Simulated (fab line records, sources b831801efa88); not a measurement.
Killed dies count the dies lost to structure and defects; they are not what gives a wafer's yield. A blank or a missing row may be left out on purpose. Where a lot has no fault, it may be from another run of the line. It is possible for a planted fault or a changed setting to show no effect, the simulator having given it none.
Comparing a struck lot with a sound one / flow gf180mcu / 21 steps out of a route of 602
Sound: the wafers L710.1, L710.2, L710.3. Struck: wafer L724.2. At the end, the cause is stated.
Order at every step that has rows: each side's tool, ch and its chambers, its first start. Under that, the readings that differ: sound wafers / struck wafers / difference of the means / sigmas: that difference in standard deviations of wafers without a fault.
alike: readings whose means differ by less than 2 such deviations, and words and numbers that are the same on both sides. not compared: withheld readings, readings that some wafer has no value for, bounds like >300 that may hide the same value, and numbers for which the record gives no deviation and whose values overlap.
A row with sigmas, a row that says differs or no value, or rows on one side alone: a step with any of these is where the two part. Non-overlapping numbers with no deviation appear without sigmas and do not part them. A reading that every wafer of one side lacks parts them only if that side has two wafers or more.

first, 2 steps without rows for these wafers: GF_M4_CLEAN_19 (cleans in DIW); GF_V4_CVD_00 (deposits SiO2, target thk 600 nm, time 100 s).
GF_V4_THK_MEAS_01:
  sound: film metro-03 at day 24 04:58; struck: film metro-04 at day 28 21:48
  alike: V4_CVD_00_THK
GF_V4_CVD_02: deposits SiO2 from TEOS, target thk 850 nm, time 94.851 s.
  sound on pecvd-01 ch 0,1,2, day 24 05:01; struck on pecvd-03 ch 1, day 28 21:51
  alike: heater power w
GF_V4_THK_MEAS_03:
  sound: film metro-03 at day 24 05:05; struck: film metro-01 at day 28 21:56
reading=V4_CVD_02_THK (nm); sound=843 861 852; struck=823; difference=-29; sigmas=-2
GF_V4_CMP_04: polishes SiO2.
  sound on cmp-02 ch 0,2,3, day 24 05:09; struck on cmp-02 ch 3, day 28 21:59
  alike: motor current A, time to endpoint s
GF_V4_BOW_MEAS_05:
  sound: film metro-03 at day 24 05:27; struck: film metro-04 at day 28 22:18
  alike: V4_BOW
then, 5 steps without rows for these wafers: GF_V4_DEHYDRATE_06 (time 60 s); GF_V4_HMDS_07 (prime time 60 s); GF_V4_COAT_08; GF_V4_COAT_09 (resist thk 1000 nm); GF_V4_SOFTBAKE_10 (time 60 s).
GF_V4_EXPOSE_11: exposes mask Via4, target cd 260 nm.
  sound on krf scanner-01 ch 0, day 24 16:16; struck on krf scanner-02 ch 0, day 29 08:13
reading=exposure dose mJ cm2; sound=38.01 38.00 38.00; struck=37.83; difference=-0.17; sigmas=-4
  alike: mask, stage vel mm s
then, 2 steps without rows for these wafers: GF_V4_PEB_12 (peb time 90 s); GF_V4_DEVELOP_13 (develop time 60 s).
GF_V4_CD_MEAS_14: target cd 260 nm.
  sound: cd sem-02 at day 25 03:16; struck: cd sem-01 at day 29 17:35
reading=cd nm (nm); sound=258.4 257.8 258.3; struck=265.8; difference=+7.6; sigmas=+6
GF_V4_OVL_MEAS_15:
  sound: overlay-02 at day 25 03:23; struck: overlay-02 at day 29 17:42
  alike: V4_OVL
GF_V4_ETCH_16: etches BARC in N2/H2.
  sound on rie diel-01 ch 0,1,2, day 25 03:26; struck on rie diel-03 ch 2, day 29 17:44
reading=model.V4.cd nm (nm); sound=258.7 258.8 259.8; struck=264.5; difference=+5.4; sigmas=
  alike: drypump motor current A, oes product au, throttle valve pct
GF_V4_ETCH_17: etches SiO2 in C4F8/O2/Ar, stops on TiN, target depth 630 nm.
  sound: rie diel-01 ch 0,1,2; struck: rie diel-03 ch 2
reading=model.V4.cd nm (nm); sound=258 258.8 259.8; struck=264.7; difference=+5.8; sigmas=
  alike: oes product au
GF_V4_STRIP_18: strips in O2/N2.
  sound on plasma asher-04 ch 0,1, day 25 03:33; struck on plasma asher-03 ch 0, day 29 17:52
  alike: drypump motor current A, heater power w, oes product au, platen temp c
  not compared: rf hours counter h
GF_PASSIVATION_PROBE_99:
  the record has rows for the sound wafers here (prober-02, day 29 17:58) and none for the struck ones

## WHERE THEY PART
At GF_V4_THK_MEAS_03 first; at GF_PASSIVATION_PROBE_99 last (within this record only).

WHY: what the simulator had put in
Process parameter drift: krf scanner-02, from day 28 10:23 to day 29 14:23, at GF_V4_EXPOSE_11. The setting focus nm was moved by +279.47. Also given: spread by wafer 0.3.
